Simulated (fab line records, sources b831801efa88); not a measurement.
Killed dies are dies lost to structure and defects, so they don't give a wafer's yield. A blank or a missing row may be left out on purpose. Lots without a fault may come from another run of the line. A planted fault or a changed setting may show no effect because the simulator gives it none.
A struck lot beside a sound one | flow gf180mcu | 30 steps out of a route of 602
Sound: wafers L311.1, L311.5, L311.6. Struck: wafers L304.2, L304.4, L304.5. The cause comes at the end.
At each step with rows: each side's tool, then ch and its chambers, then its first start. Under that, the readings that differ: sound wafers | struck wafers | difference of the means | sigmas: that difference in standard deviations of wafers without a fault.
alike: readings whose means differ by less than 2 such deviations, and words and numbers that are the same on both sides. not compared: withheld readings, readings that some wafer has no value for, bounds like >300 that may hide the same value, and numbers for which the record gives no deviation and whose values overlap.
The two part at a step that has a row with sigmas, a row that says differs or no value, or rows on one side only. Numbers that don't overlap but have no deviation are shown without sigmas and don't part them. A reading that every wafer of one side lacks parts them only if that side has two wafers or more.

first, 7 steps without rows for these wafers: GF_DUAL_GATE_DEHYDRATE_04 (time 60 s); GF_DUAL_GATE_HMDS_05 (prime time 60 s); GF_DUAL_GATE_COAT_06 (resist thk 1000 nm); GF_DUAL_GATE_SOFTBAKE_07 (time 60 s); GF_DUAL_GATE_EXPOSE_08 (exposes mask Dualgate, target cd 700 nm); GF_DUAL_GATE_PEB_09; GF_DUAL_GATE_DEVELOP_10 (develop time 60 s).
GF_DUAL_GATE_OVL_MEAS_11:
  sound on overlay-01, day 13 21:43; struck on overlay-02, day 11 14:40
  alike: DUAL_GATE_OVL
then, 1 step without rows for these wafers: GF_DUAL_GATE_WET_ETCH_12 (etches SiO2 in dHF, target depth 13 nm, time 260 s).
GF_DUAL_GATE_STRIP_13: strips in O2/N2.
  sound on plasma_asher-04 ch 0,1, day 13 21:49; struck on plasma_asher-03 ch 1, day 11 14:52
  alike: drypump_motor_current_A, heater_power_w, oes_product_au, strip_time_to_endpoint_s
  not compared: rf_hours_counter_h
then, 2 steps without rows for these wafers: GF_DUAL_GATE_CLEAN_14 (cleans in SC1/SC2, time 150 s); GF_DUAL_GATE_OXIDATION_15 (stabilise 600 s, purge 300 s, target thk 7.098 nm).
GF_POLY_GATE_CVD_00: deposits poly-Si, target thk 200 nm, time 1200 s.
  sound on lpcvd-01 ch 0, day 14 00:41; struck on lpcvd-02 ch 0, day 11 19:53
  alike: pressure_mtorr, spike_tc_bottom_C
GF_POLY_GATE_THK_MEAS_01:
  sound on film_metro-01, day 14 02:01; struck on film_metro-04, day 11 21:14
  reading                   | sound             | struck            | difference | sigmas
  POLY_GATE_CVD_00_THK (nm) | 203.4 203.4 202.6 | 398.7 398.3 400.6 | +196.1     | +99 or more
then, 8 steps without rows for these wafers: GF_POLY_GATE_DEHYDRATE_02 (time 60 s); GF_POLY_GATE_HMDS_03 (prime time 60 s); GF_POLY_GATE_COAT_04; GF_POLY_GATE_COAT_05 (resist thk 700 nm); GF_POLY_GATE_SOFTBAKE_06 (time 60 s); GF_POLY_GATE_EXPOSE_07 (exposes mask Poly2, target cd 280 nm); GF_POLY_GATE_PEB_08 (peb time 90 s); GF_POLY_GATE_DEVELOP_09 (develop time 60 s).
GF_POLY_GATE_CD_MEAS_10: target cd 280 nm.
  sound on cd_sem-02, day 14 23:19; struck on cd_sem-02, day 12 13:04
  alike: cd_nm
GF_POLY_GATE_OVL_MEAS_11:
  sound on overlay-01, day 14 23:26; struck on overlay-01, day 12 13:10
  reading            | sound      | struck  | difference | sigmas
  POLY_GATE_OVL (nm) | -14 -16 -6 | -4 2 -5 | +10        | +2
GF_POLY_GATE_ETCH_12: etches BARC in N2/H2.
  sound on rie_diel-04 ch 1,2,3, day 14 23:28; struck on rie_diel-04 ch 1,2,3, day 12 13:11
  alike: drypump_motor_current_A, h2_flow_sccm, oes_product_au, throttle_valve_pct
GF_POLY_GATE_ETCH_13: etches poly-Si in HBr/Cl2, stops on SiO2, target depth 198.5 nm, time 69.6 s.
  sound on rie_si-01 ch 0,3, day 14 23:31; struck on rie_si-02 ch 1,3, day 12 13:15
  alike: HBr_flow_sccm, drypump_motor_current_A, oes_product_au, throttle_valve_pct
  not compared: rf_hours_counter_h
GF_POLY_GATE_STRIP_14: strips in O2/N2.
  sound on plasma_asher-01 ch 0,1, day 14 23:34; struck on plasma_asher-04 ch 0,1, day 12 13:18
  reading                                       | sound         | struck            | difference | sigmas
  model.poly-Si_of_POLY_GATE_CVD_00.thk_nm (nm) | 203 203 202.3 | 398.5 397.9 400.2 | +196.1     |
  alike: drypump_motor_current_A, heater_power_w, oes_product_au
  not compared: rf_hours_counter_h
GF_POLY_GATE_CLEAN_15: cleans in SC1/SC2, time 150 s.
  sound on wet_bench-01 ch 3, day 14 23:40; struck on wet_bench-01 ch 0, day 12 13:24
  reading                                       | sound             | struck            | difference | sigmas
  model.poly-Si_of_POLY_GATE_CVD_00.thk_nm (nm) | 202.7 202.6 201.9 | 398.1 397.6 399.9 | +196.1     |
  alike: temp_c
then, 1 step without rows for these wafers: GF_POLY_GATE_OXIDATION_16 (stabilise 600 s, purge 300 s, target thk 4 nm).
-- the record jumps here: 20 days lie between the struck wafers' starts before and after (it left off in module POLY_GATE and takes up again in module PASSIVATION, whose first step shown is number 602 of the route) --
GF_PASSIVATION_PROBE_99:
  the record has rows for the struck wafers here (prober-02, day 32 18:58) and none for the sound ones

WHERE THEY PART
First at GF_POLY_GATE_THK_MEAS_01; last, within this record, at GF_PASSIVATION_PROBE_99.

WHY: what the simulator had put in
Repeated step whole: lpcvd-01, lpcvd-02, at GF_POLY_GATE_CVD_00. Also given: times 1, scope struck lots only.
